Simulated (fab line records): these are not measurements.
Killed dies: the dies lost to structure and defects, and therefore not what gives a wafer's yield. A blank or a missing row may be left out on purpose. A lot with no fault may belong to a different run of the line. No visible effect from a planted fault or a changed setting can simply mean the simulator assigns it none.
One fault seen from 2 desks :: flow gf180mcu :: every desk sees just its own numbers, and what lay behind them comes last

FOR THE TOOL OWNER'S DESK: pvd_sputter-02
The tool's own readings at GF_M3_SPUTTER_02 (material AlCu, target thk 450 nm, time 23.9 s): means of the sampled wafers that have a number, for each lot that ran on this tool. If a lot's mean is further than 4 standard deviations from the usual mean, the lot is out of limits and carries the mark OUT (the distance appears in the brackets).
Columns: A = cathode_dc_power_W at GF_M3_SPUTTER_02, usual 10600 W; B = throttle_valve_pct at GF_M3_SPUTTER_02, usual 30.4 %
lot: L304
first seen here: day 22 04:07
A: 10600
B: 30.1

lot: L305
first seen here: day 22 18:33
A: 10600
B: 30.3

lot: L307
first seen here: day 23 08:32
A: 10601
B: 31.6

lot: L309
first seen here: day 24 02:34
A: 10600
B: 30.5

lot: L311
first seen here: day 24 21:03
A: 10599
B: 30.1

lot: L312
first seen here: day 25 10:19
A: 12009 (+99 or more) OUT
B: 31.1
This desk finds L312 out of limits, L312 being first, at day 25 10:19 (cathode_dc_power_W at GF_M3_SPUTTER_02). L304, L305, L307, L309, L311 stayed within limits.

THE METROLOGY DESK
Means of the sampled wafers that have a number, per lot and without regard to the tool the lot ran on: this is what the gauges read. If a lot's mean is further than 4 standard deviations from the usual mean, the lot is out of limits and carries the mark OUT (the distance appears in the brackets).
Columns: A = M3_ALCU_RS at GF_M3_RS_MEAS_05, usual 0.0696 ohm/sq; B = M3_ALCU_THK at GF_M3_THK_MEAS_06, usual 448 nm
lot: L301
first seen here: day 20 22:59
A: 0.0702
B: 443

lot: L304
first seen here: day 22 04:12
A: 0.0704
B: 442

lot: L305
first seen here: day 22 18:40
A: 0.0696
B: 448

lot: L307
first seen here: day 23 08:37
A: 0.0700
B: 445

lot: L309
first seen here: day 24 02:42
A: 0.0696
B: 449

lot: L311
first seen here: day 24 21:08
A: 0.0694
B: 448

lot: L312
first seen here: day 25 10:25
A: 0.0619 (-12) OUT
B: 507 (+14) OUT

lot: L317
first seen here: day 26 21:29
A: 0.0703
B: 445

lot: L320
first seen here: day 27 12:50
A: 0.0685
B: 451

lot: L322
first seen here: day 28 01:15
A: 0.0686
B: 452
Finding of this desk: L312 out of limits, first seen on L312 at day 25 10:25 (M3_ALCU_RS at GF_M3_RS_MEAS_05). L301, L304, L305, L307, L309, L311, L317, L320, L322 stayed within limits.

ALL TOGETHER
At day 25 10:19, on L312, the tool owner's desk was in a position to raise an alarm.
An alarm was possible from the metrology desk at day 25 10:25, on L312.
Every lot named ran GF_M3_SPUTTER_02 on pvd_sputter-02.

WHAT THE SIMULATOR HAD INSERTED
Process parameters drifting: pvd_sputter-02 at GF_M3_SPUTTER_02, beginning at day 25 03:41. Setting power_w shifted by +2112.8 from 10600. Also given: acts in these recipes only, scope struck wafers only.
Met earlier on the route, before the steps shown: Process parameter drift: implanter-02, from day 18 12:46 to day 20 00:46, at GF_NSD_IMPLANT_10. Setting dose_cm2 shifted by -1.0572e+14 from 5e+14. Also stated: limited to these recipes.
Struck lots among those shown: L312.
Time in hours from fault onset to the first out-of-limits reading at each desk: tool owner's desk 7, metrology desk 7.
